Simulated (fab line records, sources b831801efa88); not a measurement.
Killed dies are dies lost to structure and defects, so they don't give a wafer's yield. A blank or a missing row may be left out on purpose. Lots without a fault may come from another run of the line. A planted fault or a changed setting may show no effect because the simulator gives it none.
Which tool did it? | flow sky130 | 12 lots, 36 wafers sampled, at 3 steps of a route of 708

WHAT THE GAUGES READ, wafer by wafer
SKY_METAL1_RS_MEAS_05: measures by four-point-probe.
lot  | measured     | on            | METAL1_ALCU_RS (ohm/sq)
L075 | day 31 06:04 | film_metro-01 | 0.1247 0.1240 0.1225
L077 | day 32 22:54 | film_metro-01 | 0.1298 0.1297 0.1295
L079 | day 34 09:04 | film_metro-04 | 0.1280 0.1291 0.1279
L082 | day 35 00:01 | film_metro-04 | 0.1277 0.1274 0.1275
L083 | day 35 03:51 | film_metro-04 | 0.1262 0.1265 0.1276
L085 | day 35 04:50 | film_metro-01 | 0.1277 0.1270 0.1277
L086 | day 36 09:46 | film_metro-01 | 0.1252 0.1258 0.1259
L088 | day 37 09:38 | film_metro-04 | 0.1260 0.1255 0.1265
L092 | day 37 20:38 | film_metro-03 | 0.1250 0.1249 0.1265
L093 | day 38 04:32 | film_metro-01 | 0.1286 0.1263 0.1263
L096 | day 38 15:07 | film_metro-04 | 0.1252 0.1265 0.1245
L097 | day 38 23:37 | film_metro-01 | 0.1269 0.1268 0.1275

WHICH TOOL RAN EACH LOT (tool, then ch and the chambers of the sampled wafers, then the start)
lot  | SKY_LI_CONTACT_CMP_24         | SKY_CONTACT_ETCH_18
L075 | cmp-01 ch 0,1,2, day 28 19:20 | rie_diel-01 ch 0,2, day 31 06:04 or earlier
L077 | cmp-01 ch 0,3, day 30 13:38   | rie_diel-04 ch 0,1,2, day 32 22:54 or earlier
L079 | cmp-02 ch 1,3, day 31 23:39   | rie_diel-01 ch 0,2, day 34 09:04 or earlier
L082 | cmp-01 ch 0,1,2, day 32 14:33 | rie_diel-03 ch 0,1,3, day 35 00:01 or earlier
L083 | cmp-02 ch 0,1,3, day 32 19:03 | rie_diel-04 ch 0,1,3, day 35 03:51 or earlier
L085 | cmp-02 ch 1,2, day 32 20:14   | rie_diel-01 ch 2,3, day 35 04:50 or earlier
L086 | cmp-01 ch 0,2,3, day 34 00:30 | rie_diel-03 ch 0,1,2, day 36 09:46 or earlier
L088 | cmp-01 ch 0,2, day 35 01:49   | rie_diel-01 ch 0,1,3, day 37 09:38 or earlier
L092 | cmp-02 ch 1,2,3, day 35 11:23 | rie_diel-04 ch 0,1,2, day 37 20:38 or earlier
L093 | cmp-01 ch 0,1, day 35 21:52   | rie_diel-04 ch 0,3, day 38 04:32 or earlier
L096 | cmp-02 ch 1,3, day 36 07:46   | rie_diel-03 ch 2,3, day 38 15:07 or earlier
L097 | cmp-02 ch 1,2, day 36 16:01   | rie_diel-03 ch 0,2, day 38 23:37 or earlier
- SKY_LI_CONTACT_CMP_24: polishes, stops on PSG, t overpolish 20 s, target thk 0 nm.
- SKY_CONTACT_ETCH_18: etches Si3N4 in CHF3/O2, stops on TiN, time 39 s, target depth 75 nm.

THE ANSWER, worked out from the rows above alone
Rule: what is usual is taken from the lots themselves. Put in order of their means at a reading, lots are off if they are a third of the lots or fewer, leave a main group of 4 or more, and stand apart from it by a gap of 3 or more times the standard deviation of the main group's means; of several such gaps the widest counts. A main group whose means are all the same, to the digits that the tables above print for the reading, isn't used. A lot without any number at a reading at which 4 lots or more have one is off too. The other lots that the step has rows for count as sound.
No lot is off at any reading shown: from this, nothing can be told.

WHAT THE SIMULATOR HAD PUT IN
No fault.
